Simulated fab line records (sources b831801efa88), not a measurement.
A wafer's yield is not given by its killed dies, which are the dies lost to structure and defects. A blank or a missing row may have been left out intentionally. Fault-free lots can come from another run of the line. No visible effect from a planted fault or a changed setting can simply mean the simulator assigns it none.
Split-lot study	flow sfq_line	route with 325 steps; 5 lots, 23 wafers read

== ABOUT THE SPLIT ==
At SFQ_TRILAYER_I0_CMP_CMP_028 (polishes SiO2), the setting leave_above_ref_nm was moved away from the recipe's 200 nm on 6 of the 23 wafers read, by -4.5% to +6.1%. All remaining wafers had this setting at the recipe value.

== FROM THE SPLIT TO THE READING: what the file shows between them, 4 steps ==
- SFQ_TRILAYER_I0_METRO_MEASURE_029
- SFQ_TRILAYER_I0_VIA_LITHO_PEB_034: peb time 60 s (also split here: peb_time_s)
- SFQ_TRILAYER_I0_VIA_LITHO_DEVELOP_033: time 60 s
- SFQ_TRILAYER_I0_VIA_BARC_OPEN_VIA_ETCH_046: etches BARC in O2, target depth 125 nm, time 43.31 s

== THE READING ==
oes_product_au, in a.u., at SFQ_TRILAYER_I0_VIA_ETCH_VIA_ETCH_034 (etches SiO2 in CHF3, stops on Nb, target depth 260 nm). Fault-free wafers of this fab line usually give 0.856 a.u., standard deviation 0.0042 a.u.

wafer	tool, chamber at the split	leave_above_ref_nm as run, nm	against the recipe	oes_product_au, a.u.	against lot-mates on the recipe
L076.1	cmp-01, 2	190.9	-4.5%	0.837	-0.022
L076.2	cmp-01, 3	190.9	-4.5%	0.831	-0.028
L076.3	cmp-01, 0	200	recipe	0.857	-
L076.4	cmp-01, 1	190.9	-4.5%	0.833	-0.026
L076.5	cmp-01, 3	200	recipe	0.862	-
L079.1	cmp-02, 0	212.2	+6.1%	0.880	+0.025
L079.2	cmp-02, 1	212.2	+6.1%	0.888	+0.033
L079.4	cmp-02, 3	200	recipe	0.852	-
L079.5	cmp-02, 3	212.2	+6.1%	0.881	+0.026
L079.6	cmp-02, 0	200	recipe	0.859	-
L080.1	cmp-02, 1,2	200	recipe	0.844	-
L080.2	cmp-02, 1,2	200	recipe	0.856	-
L080.3	cmp-02, 0	200	recipe	0.852	-
L080.4	cmp-02, 3	200	recipe	0.848	-
L080.6	cmp-02, 0	200	recipe	0.859	-
L083.1	cmp-01, 3	200	recipe	0.860	-
L083.5	cmp-01, 3	200	recipe	0.851	-
L083.6	cmp-01, 0	200	recipe	0.854	-
L085.2	cmp-02, 1	200	recipe	0.856	-
L085.3	cmp-02, 3	200	recipe	0.857	-
L085.4	cmp-02, 0	200	recipe	0.850	-
L085.5	cmp-02, 0	200	recipe	0.856	-
L085.6	cmp-02, 3	200	recipe	0.865	-
Where a row lists several chambers, the file gives one row for several wafers and doesn't say which wafer went through which chamber.

THE FIT
A straight line over all 23 wafers: oes_product_au changes by +0.00462 a.u. for each +1% of leave_above_ref_nm; r = +0.94; the points scatter about the line by 0.0049 a.u.
The same after taking each lot's own level away (the mean of its wafers on the recipe; 23 wafers): +0.00495 a.u. for each +1%; r = +0.95; scatter 0.0046 a.u.
The reading moves by 0.03 a.u. for the largest change in leave_above_ref_nm, on that fit.
From 0.8518 to 0.8595 a.u.: that is the span of the lots' own levels, equal to 1.8 times the standard deviation above.
The two slopes agree, so the slope changes little with the lot-to-lot level.
Check: with one of the wafers moved furthest among these (+6.1%) left out of the fit, the line predicts +0.031 a.u. for it against its lot-mates. Against them it came out at +0.0245 a.u.

== ADDITIONAL SPLITS CARRIED BY THESE WAFERS ==
These wafers also went through other splits before the reading. Each is held against what the fit with the lots' levels taken away leaves over:
other split on the same wafers	wafers away from the commonest value	r with oes_product_au (lot level and that fit taken away)
SFQ_TRILAYER_L0_LITHO_COAT_010 resist_thk_nm	12	-0.01
SFQ_TRILAYER_L0_LITHO_COAT_005 spin_rpm	10	-0.31
SFQ_TRILAYER_M0_DEP_SPUTTER_019 power_w	8	+0.04
SFQ_TRILAYER_M0_LITHO_COAT_026 spin_rpm	7	+0.15
SFQ_TRILAYER_I0_VIA_LITHO_PEB_034 peb_time_s	8	+0.25

== THE WHOLE CHAIN: every reading that the file lists as answering this split, in the file's order ==
step	what it does	reading	change (the file's fit)	r (the file's)
SFQ_TRILAYER_I0_CMP_CMP_028	polishes SiO2	SiO2_of_TRILAYER_I0_DEP_PECVD_027.thk_nm (the simulator's own value, which no gauge read)	+2.06 nm for each +1% of the setting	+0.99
SFQ_TRILAYER_I0_METRO_MEASURE_029		thk_nm	+2.06 nm for each +1% of the setting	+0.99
SFQ_TRILAYER_I0_VIA_ETCH_VIA_ETCH_034	etches SiO2 in CHF3, stops on Nb, target depth 260 nm	oes_product_au	+0.00494 a.u. for each +1% of the setting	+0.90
SFQ_TRILAYER_I0_VIA_ETCH_VIA_ETCH_034	etches SiO2 in CHF3, stops on Nb, target depth 260 nm	I0.feature_depth_nm (the simulator's own value, which no gauge read)	+2.06 nm for each +1% of the setting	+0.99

== FILE'S OWN FIT ==
oes_product_au changes by +0.00494 a.u. for each +1% of leave_above_ref_nm, r = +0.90.
